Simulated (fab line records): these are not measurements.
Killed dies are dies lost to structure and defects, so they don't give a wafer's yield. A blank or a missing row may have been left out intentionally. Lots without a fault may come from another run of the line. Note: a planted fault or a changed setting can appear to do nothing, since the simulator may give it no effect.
fab line records + flow sky130
[record]
- lots = 12
- wafers = 36
- last_day = 49
route steps=708 shown SONOS_ONO@172 GATE_OXIDE@189 PAD_OPEN@708
lots untouched by any fault: they come from a run of this same line in which no faults occurred
start_h: hours from the record's first day to the start of the lot's first wafer shown + wait_h: hours since the lot's step before + " unchanged from the row above + L1.1+2: several wafers, shown together as one row + - no value, or no start was given + * or withheld: withheld + < > ~ a bound
route shown NAME@n: a module of which the file shows steps, and the number in the route of the first + usual: mean/standard deviation taken from wafers without a fault + same: alike in all rows + chamber/n: place in a boat + sites: readings site by site + _std_site: standard deviation of those values + _edge_site: mean of outer sites minus mean of inner sites + radius_mm: for every site, how far away it sits from the centre of the wafer + mask NAME#n: copy n + behind: tool/chamber where the wafer was last shaped + hold: what put the lot on hold/how long, in hours/how the hold closed + device: the transistor (n, p or np) that didn't switch + end of line: at the end of the route, the tests of the same wafers + a step without rows: its recipe alone + killed: dies lost to structure and defects at the first sort, not the wafer's yield + map: a wafer's dies, x killed, . not, _ none there
set.NAME: the setting that was run; set.NAME@STEP: the one run at that earlier step + model.NAME: the simulator's own value behind a step, which no gauge read
a sample of lots followed through the steps of the route, with each step as a table and each wafer as a row
services: the hour from which a tool's chamber was out of use, counted from the record's first day as start_h (under 0 if before that day), plus the number of hours and why
[[steps]]
[step SKY_SONOS_ONO_CVD_04]
[recipe]
- material = SiO2
- precursor = SiH4/N2O
- target_thk_nm = 5.7199
- temp_c = 900
- pressure_mtorr = 400
[usual]
- spike_tc_upper_C = 900.7/1.4
| lot.wafer | tool     | chamber | start_h | wait_h | spike_tc_upper_C |
|-----------|----------|---------|---------|--------|------------------|
| L312.2    | lpcvd-03 | 0       | 251.45  | 0.0    | 900.7            |
| L312.3    | "        | 0       | "       | "      | 901.1            |
| L312.4    | "        | 0       | "       | "      | 902.0            |
| L314.2    | lpcvd-03 | 1       | 278.28  | 0.0    | 900.0            |
| L314.3    | "        | 1       | "       | "      | 898.6            |
| L314.5    | "        | 1       | "       | "      | 898.4            |
| L315.1    | lpcvd-03 | 0       | 283.98  | 0.1    | 900.6            |
| L315.4    | "        | 0       | "       | "      | 901.6            |
| L315.5    | "        | 0       | "       | "      | 900.8            |
| L316.1    | lpcvd-03 | 1       | 289.54  | 0.1    | 900.7            |
| L316.4    | "        | 1       | "       | "      | 900.2            |
| L316.6    | "        | 1       | "       | "      | 900.5            |
| L320.2    | lpcvd-03 | 0       | 322.37  | 0.0    | 900.9            |
| L320.5    | "        | 0       | "       | "      | 901.9            |
| L320.6    | "        | 0       | "       | "      | 901.7            |
| L321.3    | lpcvd-03 | 1       | 328.11  | 0.0    | 899.4            |
| L321.4    | "        | 1       | "       | "      | 900.8            |
| L321.6    | "        | 1       | "       | "      | 899.1            |
| L322.3    | lpcvd-03 | 0       | 339.19  | 0.0    | 903.0            |
| L322.5    | "        | 0       | "       | "      | 900.4            |
| L322.6    | "        | 0       | "       | "      | 902.6            |
| L323.3    | lpcvd-03 | 0       | 339.19  | 0.0    | 902.9            |
| L323.5    | "        | 0       | "       | "      | 900.6            |
| L323.6    | "        | 0       | "       | "      | 902.8            |
| L324.1    | lpcvd-03 | 1       | 351.23  | 0.1    | 896.7            |
| L324.2    | "        | 1       | "       | "      | 898.4            |
| L324.5    | "        | 1       | "       | "      | 900.3            |
| L325.1    | lpcvd-03 | 0       | 359.12  | 0.1    | 901.1            |
| L325.2    | "        | 0       | "       | "      | 900.5            |
| L325.4    | "        | 0       | "       | "      | 899.7            |
| L326.2    | lpcvd-03 | 0       | 368.44  | 0.0    | 902.2            |
| L326.3    | "        | 0       | "       | "      | 901.3            |
| L326.6    | "        | 0       | "       | "      | 900.4            |
| L327.4    | lpcvd-03 | 1       | 386.41  | 0.0    | 900.6            |
| L327.5    | "        | 1       | "       | "      | 898.4            |
| L327.6    | "        | 1       | "       | "      | 898.7            |
[step SKY_SONOS_ONO_THK_MEAS_05]
[recipe]
- reads = SiO2_of_SONOS_ONO_CVD_04
[usual]
- SONOS_ONO_CVD_04_THK = 5.70/0.11
| lot.wafer | tool          | chamber | start_h | wait_h | SONOS_ONO_CVD_04_THK[nm] |
|-----------|---------------|---------|---------|--------|--------------------------|
| L312.2    | film_metro-04 | -       | 252.71  | 0.0    | 5.60                     |
| L312.3    | "             | -       | "       | "      | 5.69                     |
| L312.4    | "             | -       | "       | "      | 5.66                     |
| L314.2    | film_metro-03 | -       | 279.54  | 0.0    | 5.66                     |
| L314.3    | "             | -       | "       | "      | 5.63                     |
| L314.5    | "             | -       | "       | "      | 5.66                     |
| L315.1    | film_metro-03 | -       | 285.23  | 0.0    | 5.73                     |
| L315.4    | "             | -       | "       | "      | 5.58                     |
| L315.5    | "             | -       | "       | "      | 5.74                     |
| L316.1    | film_metro-03 | -       | 290.79  | 0.0    | 5.43                     |
| L316.4    | "             | -       | "       | "      | 5.49                     |
| L316.6    | "             | -       | "       | "      | 5.43                     |
| L320.2    | film_metro-03 | -       | 325.20  | 0.0    | 5.70                     |
| L320.5    | "             | -       | "       | "      | 5.82                     |
| L320.6    | "             | -       | "       | "      | 5.86                     |
| L321.3    | film_metro-04 | -       | 330.94  | 0.0    | 5.79                     |
| L321.4    | "             | -       | "       | "      | 5.74                     |
| L321.6    | "             | -       | "       | "      | 5.67                     |
| L322.3    | film_metro-04 | -       | 341.08  | 0.0    | 5.74                     |
| L322.5    | "             | -       | "       | "      | 5.79                     |
| L322.6    | "             | -       | "       | "      | 5.78                     |
| L323.3    | film_metro-03 | -       | 341.08  | 0.0    | 5.74                     |
| L323.5    | "             | -       | "       | "      | 5.68                     |
| L323.6    | "             | -       | "       | "      | 5.69                     |
| L324.1    | film_metro-03 | -       | 352.48  | 0.0    | 5.79                     |
| L324.2    | "             | -       | "       | "      | 5.69                     |
| L324.5    | "             | -       | "       | "      | 5.84                     |
| L325.1    | film_metro-02 | -       | 360.37  | 0.0    | 5.61                     |
| L325.2    | "             | -       | "       | "      | 5.77                     |
| L325.4    | "             | -       | "       | "      | 5.81                     |
| L326.2    | film_metro-04 | -       | 369.70  | 0.0    | 6.64                     |
| L326.3    | "             | -       | "       | "      | 6.64                     |
| L326.6    | "             | -       | "       | "      | 6.56                     |
| L327.4    | film_metro-04 | -       | 387.69  | 0.0    | 6.74                     |
| L327.5    | "             | -       | "       | "      | 6.67                     |
| L327.6    | "             | -       | "       | "      | 6.81                     |
[step SKY_SONOS_ONO_OVL_MEAS_14]
[usual]
- SONOS_ONO_OVL = -0.3/1.1
| lot.wafer | tool       | chamber | start_h | wait_h | SONOS_ONO_OVL[nm] |
|-----------|------------|---------|---------|--------|-------------------|
| L312.2    | overlay-01 | -       | 277.59  | 0.1    | 1.0               |
| L312.3    | "          | -       | "       | "      | -0.5              |
| L312.4    | "          | -       | "       | "      | 0.8               |
| L314.2    | overlay-02 | -       | 304.79  | 0.1    | -1.2              |
| L314.3    | "          | -       | "       | "      | -1.4              |
| L314.5    | "          | -       | "       | "      | 0.8               |
| L315.1    | overlay-01 | -       | 310.24  | 0.1    | -1.0              |
| L315.4    | "          | -       | "       | "      | -1.6              |
| L315.5    | "          | -       | "       | "      | -0.2              |
| L316.1    | overlay-01 | -       | 316.89  | 0.1    | -0.9              |
| L316.4    | "          | -       | "       | "      | -1.6              |
| L316.6    | "          | -       | "       | "      | 1.3               |
| L320.2    | overlay-01 | -       | 350.49  | 0.1    | 0.4               |
| L320.5    | "          | -       | "       | "      | 1.1               |
| L320.6    | "          | -       | "       | "      | -1.6              |
| L321.3    | overlay-01 | -       | 357.91  | 0.1    | -1.4              |
| L321.4    | "          | -       | "       | "      | 1.7               |
| L321.6    | "          | -       | "       | "      | -0.6              |
| L322.3    | overlay-01 | -       | 367.66  | 0.1    | -0.7              |
| L322.5    | "          | -       | "       | "      | -0.2              |
| L322.6    | "          | -       | "       | "      | -0.6              |
| L323.3    | overlay-02 | -       | 367.91  | 0.1    | -0.9              |
| L323.5    | "          | -       | "       | "      | -3.2              |
| L323.6    | "          | -       | "       | "      | -1.3              |
| L324.1    | overlay-01 | -       | 378.99  | 0.1    | 0.6               |
| L324.2    | "          | -       | "       | "      | 0.3               |
| L324.5    | "          | -       | "       | "      | -1.1              |
| L325.1    | overlay-01 | -       | 388.85  | 0.1    | -0.7              |
| L325.2    | "          | -       | "       | "      | -3.0              |
| L325.4    | "          | -       | "       | "      | 0.6               |
| L326.2    | overlay-02 | -       | 398.51  | 0.1    | -0.4              |
| L326.3    | "          | -       | "       | "      | 0.1               |
| L326.6    | "          | -       | "       | "      | -0.2              |
| L327.4    | overlay-01 | -       | 416.37  | 0.1    | -0.1              |
| L327.5    | "          | -       | "       | "      | -1.6              |
| L327.6    | "          | -       | "       | "      | -0.2              |
[step SKY_SONOS_ONO_ETCH_15]
[recipe]
- target_depth_nm = 19.52
- chemistry = CHF3/O2
- source_w = 600
- bias_w = 200
- pressure_mtorr = 40
- chf3_flow_sccm = 50
- O2_flow_sccm = 5
- time_s = 7.8
[usual]
- O2_flow_sccm = 4.999/0.015
- drypump_motor_current_A = 5.8/0.49
- oes_product_au = 0.997/0.012
- throttle_valve_pct = 8.824/0.0095
[same]
- time_s = 7.8
| lot.wafer | tool        | chamber | start_h | wait_h | O2_flow_sccm | drypump_motor_current_A | oes_product_au | rf_hours_counter_h | throttle_valve_pct |
|-----------|-------------|---------|---------|--------|--------------|-------------------------|----------------|--------------------|--------------------|
| L312.2    | rie_diel-03 | 2       | 277.62  | 0.0    | 5.010        | 5.7                     | 0.994          | 2                  | 8.821              |
| L312.3    | "           | 0       | "       | "      | 5.000        | 6.1                     | 1.012          | 10                 | 8.830              |
| L312.4    | "           | 1       | "       | "      | 4.993        | 5.9                     | 1.002          | 6                  | 8.842              |
| L314.2    | rie_diel-03 | 3       | 304.82  | 0.0    | 4.958        | 5.9                     | 0.979          | 116                | 8.801              |
| L314.3    | "           | 1       | "       | "      | 5.001        | 5.9                     | 1.007          | 6                  | 8.816              |
| L314.5    | "           | 2       | "       | "      | 4.976        | 5.7                     | 0.991          | -                  | 8.844              |
| L315.1    | rie_diel-02 | 3       | 310.27  | 0.0    | 5.008        | 5.1                     | 0.988          | 108                | 8.809              |
| L315.4    | "           | 1       | "       | "      | 4.995        | 6.0                     | 0.993          | -                  | 8.831              |
| L315.5    | "           | 3       | "       | "      | 5.012        | 5.0                     | 0.990          | -                  | 8.823              |
| L316.1    | rie_diel-02 | 2       | 316.92  | 0.0    | 4.996        | 5.1                     | 0.982          | 0                  | 8.818              |
| L316.4    | "           | 1       | "       | "      | 5.017        | 6.0                     | 1.009          | 113                | 8.830              |
| L316.6    | "           | 3       | "       | "      | 5.002        | 5.0                     | 0.993          | -                  | 8.823              |
| L320.2    | rie_diel-02 | 1       | 350.52  | 0.0    | 4.989        | 6.0                     | 0.995          | 113                | 8.816              |
| L320.5    | "           | 2       | "       | "      | 4.999        | 5.1                     | 0.987          | -                  | 8.818              |
| L320.6    | "           | 3       | "       | "      | 4.986        | 5.0                     | 0.986          | -                  | 8.807              |
| L321.3    | rie_diel-02 | 0       | 357.94  | 0.0    | 4.998        | 6.7                     | 0.998          | 2                  | 8.824              |
| L321.4    | "           | 3       | "       | "      | 5.015        | 5.1                     | 0.989          | 109                | 8.832              |
| L321.6    | "           | 0       | "       | "      | 4.993        | 6.7                     | 0.985          | -                  | 8.819              |
| L322.3    | rie_diel-03 | 1       | 367.69  | 0.0    | 4.984        | 5.9                     | 1.002          | 7                  | 8.836              |
| L322.5    | "           | 2       | "       | "      | 4.993        | 5.7                     | 1.003          | -                  | 8.819              |
| L322.6    | "           | 1       | "       | "      | 4.968        | 5.9                     | 0.995          | -                  | 8.817              |
| L323.3    | rie_diel-02 | 1       | 367.94  | 0.0    | 4.990        | 6.0                     | 1.006          | 114                | 8.832              |
| L323.5    | "           | 2       | "       | "      | 5.011        | 5.1                     | 0.973          | -                  | 8.815              |
| L323.6    | "           | 1       | "       | "      | 5.000        | 6.0                     | 0.995          | -                  | 8.830              |
| L324.1    | rie_diel-04 | 3       | 379.02  | 0.0    | 5.013        | 5.8                     | 1.005          | 3                  | 8.827              |
| L324.2    | "           | 2       | "       | "      | 4.976        | 6.0                     | 0.986          | 2                  | 8.825              |
| L324.5    | "           | 1       | "       | "      | 4.980        | 5.7                     | 1.015          | -                  | 8.837              |
| L325.1    | rie_diel-02 | 0       | 388.89  | 0.0    | 4.991        | 6.7                     | 1.006          | 3                  | 8.820              |
| L325.2    | "           | 3       | "       | "      | 4.989        | 5.0                     | 1.001          | 110                | 8.828              |
| L325.4    | "           | 3       | "       | "      | 5.001        | 5.0                     | 1.003          | -                  | 8.819              |
| L326.2    | rie_diel-03 | 3       | 398.54  | 0.0    | 4.978        | 5.9                     | 1.001          | 0                  | 8.822              |
| L326.3    | "           | 2       | "       | "      | 5.004        | 5.7                     | 1.002          | 4                  | 8.825              |
| L326.6    | "           | 3       | "       | "      | 5.007        | 5.9                     | 0.991          | -                  | 8.817              |
| L327.4    | rie_diel-03 | 0       | 416.40  | 0.0    | 4.968        | 6.1                     | 0.992          | -                  | 8.830              |
| L327.5    | "           | 2       | "       | "      | 5.029        | 5.7                     | 1.011          | -                  | 8.841              |
| L327.6    | "           | 1       | "       | "      | 4.997        | 5.9                     | 1.002          | -                  | 8.830              |
[step SKY_GATE_OXIDE_THK_MEAS_02]
[recipe]
- reads = SiO2_of_GATE_OXIDE_OXIDATION_01
[usual]
- GATE_OXIDE_OXIDATION_00_THK = 10.35/0.23
| lot.wafer | tool          | chamber | start_h | wait_h | GATE_OXIDE_OXIDATION_00_THK[nm] |
|-----------|---------------|---------|---------|--------|---------------------------------|
| L312.2    | film_metro-02 | -       | 279.74  | 0.0    | 10.77                           |
| L312.3    | "             | -       | "       | "      | 10.64                           |
| L312.4    | "             | -       | "       | "      | 10.67                           |
| L314.2    | film_metro-01 | -       | 306.96  | 0.0    | 10.11                           |
| L314.3    | "             | -       | "       | "      | 10.28                           |
| L314.5    | "             | -       | "       | "      | 10.32                           |
| L315.1    | film_metro-01 | -       | 312.42  | 0.0    | 10.34                           |
| L315.4    | "             | -       | "       | "      | 10.32                           |
| L315.5    | "             | -       | "       | "      | 10.16                           |
| L316.1    | film_metro-03 | -       | 320.16  | 0.0    | 10.45                           |
| L316.4    | "             | -       | "       | "      | 10.49                           |
| L316.6    | "             | -       | "       | "      | 10.57                           |
| L320.2    | film_metro-03 | -       | 354.86  | 0.0    | 10.52                           |
| L320.5    | "             | -       | "       | "      | 10.68                           |
| L320.6    | "             | -       | "       | "      | 10.38                           |
| L321.3    | film_metro-01 | -       | 360.49  | 0.0    | 10.68                           |
| L321.4    | "             | -       | "       | "      | 10.66                           |
| L321.6    | "             | -       | "       | "      | 10.72                           |
| L322.3    | film_metro-02 | -       | 370.15  | 0.0    | 10.18                           |
| L322.5    | "             | -       | "       | "      | 10.26                           |
| L322.6    | "             | -       | "       | "      | 10.30                           |
| L323.3    | film_metro-01 | -       | 370.15  | 0.0    | 10.18                           |
| L323.5    | "             | -       | "       | "      | 10.24                           |
| L323.6    | "             | -       | "       | "      | 10.40                           |
| L324.1    | film_metro-03 | -       | 381.95  | 0.0    | 10.19                           |
| L324.2    | "             | -       | "       | "      | 10.25                           |
| L324.5    | "             | -       | "       | "      | 10.24                           |
| L325.1    | film_metro-01 | -       | 391.54  | 0.0    | 10.13                           |
| L325.2    | "             | -       | "       | "      | 10.16                           |
| L325.4    | "             | -       | "       | "      | 10.08                           |
| L326.2    | film_metro-01 | -       | 401.27  | 0.0    | 10.60                           |
| L326.3    | "             | -       | "       | "      | 10.84                           |
| L326.6    | "             | -       | "       | "      | 10.82                           |
| L327.4    | film_metro-02 | -       | 419.06  | 0.0    | 10.18                           |
| L327.5    | "             | -       | "       | "      | 10.35                           |
| L327.6    | "             | -       | "       | "      | 10.16                           |
[step SKY_PAD_OPEN_PROBE_99]
[usual]
- killed_at_M0_to_M3 = 42/7.5
- killed_at_M4_up = 3.2/1.7
- killed_at_contacts = 24/5.1
- killed_at_front_end = 15/4.1
- killed_at_other = 0.3/0.58
- killed_dies = 85/8.9
- killed_open = 46/6.4
- killed_short = 39/6
[same]
- gross_dies = 492
- killed_at_back_side = 0
| lot.wafer | tool      | chamber | start_h | wait_h | killed_at_M0_to_M3 | killed_at_M4_up | killed_at_contacts | killed_at_front_end | killed_at_other | killed_dies | killed_open | killed_short |
|-----------|-----------|---------|---------|--------|--------------------|-----------------|--------------------|---------------------|-----------------|-------------|-------------|--------------|
| L312.2    | prober-01 | -       | 1071.13 | 0.1    | 36                 | 2               | 20                 | 11                  | 1               | 70          | 41          | 28           |
| L312.3    | prober-01 | -       | 1071.18 | 0.2    | 41                 | 1               | 27                 | 15                  | 1               | 85          | 45          | 40           |
| L312.4    | prober-01 | -       | 1071.23 | 0.2    | 29                 | 2               | 18                 | 21                  | 0               | 70          | 38          | 32           |
| L321.3    | prober-02 | -       | 1136.14 | 0.2    | 44                 | 6               | 31                 | 16                  | 1               | 98          | 50          | 47           |
| L321.4    | prober-02 | -       | 1136.19 | 0.2    | 35                 | 4               | 30                 | 20                  | 0               | 89          | 51          | 38           |
| L321.6    | prober-02 | -       | 1136.29 | 0.2    | 38                 | 6               | 31                 | 13                  | 1               | 89          | 57          | 32           |
| L323.3    | prober-01 | -       | 1140.74 | 0.2    | 45                 | 2               | 32                 | 15                  | 0               | 94          | 55          | 39           |
| L323.5    | prober-01 | -       | 1140.84 | 0.2    | 47                 | 3               | 23                 | 14                  | 0               | 87          | 47          | 40           |
| L323.6    | prober-01 | -       | 1140.89 | 0.2    | 45                 | 1               | 29                 | 14                  | 0               | 89          | 46          | 43           |
| L324.1    | prober-01 | -       | 1151.43 | 0.1    | 51                 | 5               | 27                 | 12                  | 0               | 95          | 50          | 45           |
| L324.2    | prober-01 | -       | 1151.48 | 0.1    | 48                 | 3               | 18                 | 11                  | 1               | 81          | 45          | 34           |
| L324.5    | prober-01 | -       | 1151.63 | 0.2    | 28                 | 4               | 24                 | 19                  | 2               | 77          | 41          | 35           |
| L326.2    | prober-01 | -       | 1161.40 | 0.1    | 40                 | 5               | 24                 | 18                  | 1               | 88          | 51          | 37           |
| L326.3    | prober-01 | -       | 1161.45 | 0.2    | 46                 | 0               | 30                 | 18                  | 0               | 94          | 50          | 44           |
| L326.6    | prober-01 | -       | 1161.60 | 0.2    | 63                 | 4               | 28                 | 11                  | 0               | 106         | 66          | 39           |
| L327.4    | prober-02 | -       | 1172.00 | 0.2    | 46                 | 1               | 22                 | 17                  | 0               | 86          | 53          | 33           |
| L327.5    | prober-02 | -       | 1172.05 | 0.2    | 32                 | 1               | 27                 | 20                  | 0               | 80          | 47          | 33           |
| L327.6    | prober-02 | -       | 1172.10 | 0.2    | 33                 | 5               | 28                 | 18                  | 0               | 84          | 46          | 38           |
// killed by level:class
L312.2 VIA1:geometric_particle:open=9 VIA2:geometric_particle:open=8 CONTACT:geometric_particle:open=7 METAL2:geometric_particle:short=6 LI_CONTACT:geometric_particle:open=5 VIA3:geometric_particle:short=5 FIELD_ISO:geometric_particle:open=4 POLY_GATE:geometric_particle:open=3
L312.3 VIA3:geometric_particle:open=8 VIA2:geometric_particle:open=8 CONTACT:geometric_particle:open=7 METAL1:geometric_particle:short=6 CONTACT:geometric_particle:short=6 VIA1:geometric_particle:open=6 LI_CONTACT:geometric_particle:short=5 LI_CONTACT:geometric_particle:open=5
L312.4 FIELD_ISO:geometric_particle:short=7 CONTACT:geometric_particle:open=7 FIELD_ISO:geometric_particle:open=6 METAL2:geometric_particle:short=6 LI_CONTACT:geometric_particle:open=5 VIA1:geometric_particle:open=5 POLY_GATE:geometric_particle:open=4 VIA1:geometric_particle:short=3
L321.3 CONTACT:geometric_particle:open=10 VIA3:geometric_particle:open=10 LI_CONTACT:geometric_particle:open=6 CONTACT:geometric_particle:short=6 VIA1:geometric_particle:open=6 METAL2:geometric_particle:short=6 METAL4:geometric_particle:short=5 LI_CONTACT:geometric_particle:short=5
L321.4 CONTACT:geometric_particle:open=14 VIA1:geometric_particle:open=9 LI_CONTACT:geometric_particle:open=8 VIA2:geometric_particle:open=6 FIELD_ISO:geometric_particle:short=5 POLY_GATE:geometric_particle:short=5 CONTACT:geometric_particle:short=4 METAL4:geometric_particle:short=4
L321.6 CONTACT:geometric_particle:open=12 VIA1:geometric_particle:open=10 LI_CONTACT:geometric_particle:open=9 METAL2:geometric_particle:short=8 VIA2:geometric_particle:open=7 FIELD_ISO:geometric_particle:open=4 CONTACT:geometric_particle:short=4 METAL1:geometric_particle:short=4
L323.3 CONTACT:geometric_particle:open=15 LI_CONTACT:geometric_particle:open=12 VIA1:geometric_particle:open=11 METAL1:geometric_particle:short=7 FIELD_ISO:geometric_particle:short=6 VIA3:geometric_particle:open=5 VIA2:geometric_particle:open=5 VIA1:geometric_particle:short=5
L323.5 VIA1:geometric_particle:open=10 CONTACT:geometric_particle:open=7 LI_CONTACT:geometric_particle:open=6 LI_CONTACT:geometric_particle:short=5 METAL1:geometric_particle:short=5 METAL2:geometric_particle:open=5 METAL1:geometric_particle:open=4 VIA1:geometric_particle:short=4
L323.6 VIA1:geometric_particle:open=10 CONTACT:geometric_particle:open=9 LI_CONTACT:geometric_particle:open=8 METAL2:geometric_particle:short=8 LOCAL_INTERCONNECT:geometric_particle:short=6 VIA3:geometric_particle:open=6 VIA2:geometric_particle:open=5 CONTACT:geometric_particle:short=4
L324.1 LI_CONTACT:geometric_particle:open=10 VIA2:geometric_particle:open=10 VIA1:geometric_particle:open=9 METAL1:geometric_particle:short=8 CONTACT:geometric_particle:open=6 VIA3:geometric_particle:short=5 LOCAL_INTERCONNECT:geometric_particle:short=4 CONTACT:geometric_particle:short=4
L324.2 VIA3:geometric_particle:open=9 VIA1:geometric_particle:short=8 VIA1:geometric_particle:open=8 CONTACT:geometric_particle:short=7 METAL2:geometric_particle:short=6 CONTACT:geometric_particle:open=6 VIA2:geometric_particle:open=6 METAL1:geometric_particle:open=4
L324.5 LI_CONTACT:geometric_particle:open=7 VIA1:geometric_particle:open=7 POLY_GATE:geometric_particle:short=6 CONTACT:geometric_particle:open=6 VIA3:geometric_particle:open=5 FIELD_ISO:geometric_particle:open=4 METAL1:geometric_particle:short=4 VIA2:geometric_particle:open=4
L326.2 VIA1:geometric_particle:open=14 CONTACT:geometric_particle:open=12 VIA3:geometric_particle:open=8 POLY_GATE:geometric_particle:short=6 FIELD_ISO:geometric_particle:open=5 VIA2:geometric_particle:open=5 FIELD_ISO:geometric_particle:short=4 VIA2:geometric_particle:short=4
L326.3 CONTACT:geometric_particle:open=13 VIA3:geometric_particle:open=10 VIA1:geometric_particle:open=7 METAL3:geometric_particle:short=7 LI_CONTACT:geometric_particle:open=5 LOCAL_INTERCONNECT:geometric_particle:short=5 CONTACT:geometric_particle:short=5 FIELD_ISO:geometric_particle:open=4
L326.6 LI_CONTACT:geometric_particle:open=13 VIA3:geometric_particle:open=11 VIA1:geometric_particle:open=11 CONTACT:geometric_particle:open=8 METAL2:geometric_particle:short=8 VIA2:geometric_particle:open=8 FIELD_ISO:geometric_particle:open=5 VIA1:geometric_particle:short=5
L327.4 CONTACT:geometric_particle:open=11 VIA1:geometric_particle:open=10 POLY_GATE:geometric_particle:open=9 VIA1:geometric_particle:short=9 VIA3:geometric_particle:open=9 LI_CONTACT:geometric_particle:open=6 METAL2:geometric_particle:short=5 CONTACT:geometric_particle:short=4
L327.5 CONTACT:geometric_particle:open=11 LI_CONTACT:geometric_particle:open=7 VIA1:geometric_particle:open=7 POLY_GATE:geometric_particle:open=6 VIA2:geometric_particle:open=6 FIELD_ISO:geometric_particle:short=4 POLY_GATE:geometric_particle:short=4 CONTACT:geometric_particle:short=4
L327.6 CONTACT:geometric_particle:open=10 POLY_GATE:geometric_particle:open=9 VIA1:geometric_particle:open=9 LI_CONTACT:geometric_particle:open=6 LOCAL_INTERCONNECT:geometric_particle:short=5 CONTACT:geometric_particle:short=5 METAL1:geometric_particle:short=5 FIELD_ISO:geometric_particle:short=4
[[services]]
| tool        | chamber | start_h | hours | kind           |
|-------------|---------|---------|-------|----------------|
| rie_diel-02 | 2       | 247.94  | 4.6   | repair         |
| rie_diel-02 | 1       | 266.79  | 5.1   | repair         |
| rie_diel-02 | 0       | 271.93  | -     | clean          |
| rie_diel-02 | 0       | 271.93  | 14.9  | scheduled_down |
| rie_diel-02 | 0       | 271.93  | 14.9  | vent_cycle     |
| rie_diel-02 | 2       | 286.86  | -     | clean          |
| rie_diel-02 | 2       | 286.86  | 25.0  | scheduled_down |
| rie_diel-02 | 2       | 286.86  | 25.0  | vent_cycle     |
| rie_diel-02 | 3       | 289.65  | 15.6  | repair         |
| rie_diel-02 | 3       | 319.69  | 6.6   | repair         |
| rie_diel-02 | 1       | 324.06  | 3.0   | repair         |
| rie_diel-02 | 2       | 334.76  | 9.2   | repair         |
| rie_diel-03 | -       | 336.02  | 14.6  | pm             |
| rie_diel-04 | -       | 344.95  | 2.8   | pm             |
| rie_diel-03 | -       | 350.62  | 2.8   | pm             |
| rie_diel-04 | 0       | 355.40  | 3.1   | repair         |
| rie_diel-03 | 3       | 364.22  | 3.0   | repair         |
| rie_diel-02 | 1       | 372.26  | -     | clean          |
| rie_diel-02 | 1       | 372.26  | 28.3  | scheduled_down |
| rie_diel-02 | 1       | 372.26  | 28.3  | vent_cycle     |
| lpcvd-03    | -       | 399.34  | 0.4   | repair         |
| rie_diel-02 | 3       | 406.00  | -     | clean          |
| rie_diel-03 | 3       | 409.55  | 6.9   | repair         |
| rie_diel-04 | 0       | 411.59  | 6.0   | repair         |
[[key]]
[first_sign]
- step = SKY_SONOS_ONO_THK_MEAS_05
- reading = SONOS_ONO_CVD_04_THK
- direction = up
- sigmas = 9
- usual = 5.70
- struck = 6.68
effect none on later readings
met_at SKY_SONOS_ONO_CVD_04
struck_lots L326,L327
tester_left_out L326,L327
not_acting_at SKY_SONOS_ONO_OVL_MEAS_14,SKY_SONOS_ONO_ETCH_15,SKY_GATE_OXIDE_THK_MEAS_02
onset_between 359.12 368.44
also_fits time
[fault]
- kind = process_parameter_drift
- tool = lpcvd-03
- chamber = -
- onset_h = 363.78
- steps = SKY_SONOS_ONO_CVD_04
- channel = target_thk_nm
- offset = 1.0623
- shape = step
- end_h = 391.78
- stated = 5.7199
// tester_left_out: of these lots the tester's yield and bins aren't shown, on N5 and GAA mostly nor the transistor test; their killed dies are dies lost to structure and defects alone, not to doping, threshold or leakage, so they don't give the yield
